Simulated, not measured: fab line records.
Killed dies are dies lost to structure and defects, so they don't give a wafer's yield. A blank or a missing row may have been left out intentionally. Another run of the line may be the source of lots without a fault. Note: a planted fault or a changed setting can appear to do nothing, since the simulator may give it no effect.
Which tool is to blame? -- flow gf180mcu -- Sampling: 12 lots, 36 wafers, 4 of 602 route steps

## WHAT THE GAUGES READ, wafer by wafer
GF_HV_LDD_CD_MEAS_31: target cd 400 nm. Usual: cd nm at 400.5 nm, with a standard deviation of 2.5.
lot,measured,on,cd nm (nm),flag
L406,day 11 14:39,cd sem-01,401.5 399.5 401.9,
L407,day 11 22:42,cd sem-01,403.3 403.2 403.8,
L408,day 12 02:33,cd sem-01,401.3 401.2 401.2,
L410,day 12 19:52,cd sem-01,400.7 400.6 401.6,
L412,day 13 13:52,cd sem-01,401.3 401.5 399.9,
L414,day 14 04:06,cd sem-02,401.3 401.2 401.9,
L419,day 15 18:25,cd sem-02,416.6 414.3 415.2 416.7 414.6 414.8,OFF
L420,day 16 00:38,cd sem-01,420.2 418.9 418.7 420.6 418.5 418.7,OFF
L423,day 17 01:18,cd sem-02,402.7 403.2 403.8,
L424,day 17 11:10,cd sem-01,400.3 400.0 398.5,
L425,day 17 17:41,cd sem-02,402.5 403.0 401.8,
L429,day 19 03:44,cd sem-01,400.4 402.7 401.1,

GF_M2_THK_MEAS_06: measures by xrf. Usual: M2_ALCU_THK 436 nm, standard deviation 5.8.
lot,measured,on,M2_ALCU_THK (nm),flag
L406,day 18 06:31,film metro-03,440 426 436,
L407,day 18 16:20,film metro-03,436 440 433,
L408,day 18 22:34,film metro-02,424 428 435,
L410,day 19 20:06,film metro-02,442 438 445,
L412,day 20 15:47,film metro-01,438 437 441,
L414,day 21 06:50,film metro-01,432 433 434,
L419,day 23 02:25,film metro-03,439 437 439,
L420,day 23 07:21,film metro-03,438 440 441,
L423,day 24 08:53,film metro-02,448 447 441,
L424,day 24 16:13,film metro-01,432 429 428,
L425,day 24 23:43,film metro-03,433 443 446,
L429,day 26 05:42,film metro-03,443 443 439,

GF_V2_THK_MEAS_01. Usual: V2_CVD_00_THK 603 nm, standard deviation 10.
lot,measured,on,V2_CVD_00_THK (nm),flag
L406,day 19 07:24,film metro-02,596 606 591,
L407,day 19 17:07,film metro-02,605 604 593,
L408,day 19 23:45,film metro-01,591 610 596,
L410,day 20 21:53,film metro-02,600 613 600,
L412,day 21 16:11,film metro-04,606 596 592,
L414,day 22 07:10,film metro-01,617 594 597,
L419,day 24 01:25,film metro-02,620 617 609,
L420,day 24 06:22,film metro-04,607 609 625,
L423,day 25 07:29,film metro-01,596 608 599,
L424,day 25 13:45,film metro-02,600 583 583,
L425,day 25 21:35,film metro-02,585 596 596,
L429,day 27 02:50,film metro-04,591 593 590,

## TOOL THAT RAN EACH LOT (tool first, then ch and the chambers of the sampled wafers, then the start)
lot,GF_HV_LDD_EXPOSE_28
L406,"iline stepper-02 ch 0, day 11 05:33"
L407,"iline stepper-02 ch 0, day 11 13:31"
L408,"iline stepper-01 ch 0, day 11 16:53"
L410,"iline stepper-01 ch 0, day 12 10:33"
L412,"iline stepper-02 ch 0, day 13 03:53"
L414,"iline stepper-01 ch 0, day 13 17:54"
L419,"iline stepper-02 ch 0, day 15 07:29"
L420,"iline stepper-02 ch 0, day 15 13:59"
L423,"iline stepper-01 ch 0, day 16 14:37"
L424,"iline stepper-01 ch 0, day 16 23:56"
L425,"iline stepper-01 ch 0, day 17 05:34"
L429,"iline stepper-01 ch 0, day 18 15:55"
- GF_HV_LDD_EXPOSE_28: exposes mask Nplus HV AREA, target cd 400 nm.

## AS READ BY THE TOOLS THEMSELVES (means over the sampled wafers that have a number; for cases with no such wafer, the mark the record gives instead)
GF_HV_LDD_EXPOSE_28. Usual: exposure dose mJ cm2 at 139.99, with a standard deviation of 0.15.
lot,tool,exposure dose mJ cm2,flag
L406,iline stepper-02,139.90,
L407,iline stepper-02,139.85,
L408,iline stepper-01,140.10,
L410,iline stepper-01,140.02,
L412,iline stepper-02,140.00,
L414,iline stepper-01,139.97,
L419,iline stepper-02,148.86,OFF
L420,iline stepper-02,149.03,OFF
L423,iline stepper-01,140.10,
L424,iline stepper-01,140.05,
L425,iline stepper-01,140.06,
L429,iline stepper-01,139.80,

## THE ANSWER, worked out from the rows above alone
Rule: lot off if the mean of its wafers having a number is beyond 3 standard deviations from the usual mean. A lot without any number at a reading at which 4 lots or more have one is off too. All remaining lots with rows at the step are treated as sound. After the gauges, taken in route order, come the tools' own readings; for these a lot's mean is taken, as printed above. The first step at which some lot is off is used, and at that step the reading that is off furthest; a lot without a number counts as furthest.
Off, at GF_HV_LDD_CD_MEAS_31 on cd nm: L419, L420.
A tool fits if, at a process step before that reading, it ran every lot that is off, and no sound lot after the first of them. The gauges at GF_HV_LDD_CD_MEAS_31 aren't tried: what is off there is off at GF_HV_LDD_EXPOSE_28 too, on other tools, and a gauge's error can't cause that. One fits: GF_HV_LDD_EXPOSE_28 on iline stepper-02. A fault onset in the window from L412 (day 13 03:53, its last sound lot) to L419 (day 15 07:29, its first lot off) fits.
The tool's own readings at GF_HV_LDD_EXPOSE_28 bear it out: on the lots that are off they differ by more than 5 times the standard deviation of the sound lots' means. exposure dose mJ cm2 reads 148.94 there against 139.99 on the sound lots.

## WHAT THE SIMULATOR PUT IN
Process parameters drifting: iline stepper-02 at GF_HV_LDD_EXPOSE_28, beginning at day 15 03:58. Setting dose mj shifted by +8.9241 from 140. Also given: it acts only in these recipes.
Shown lots that were struck: L419, L420. The rule above found the same.
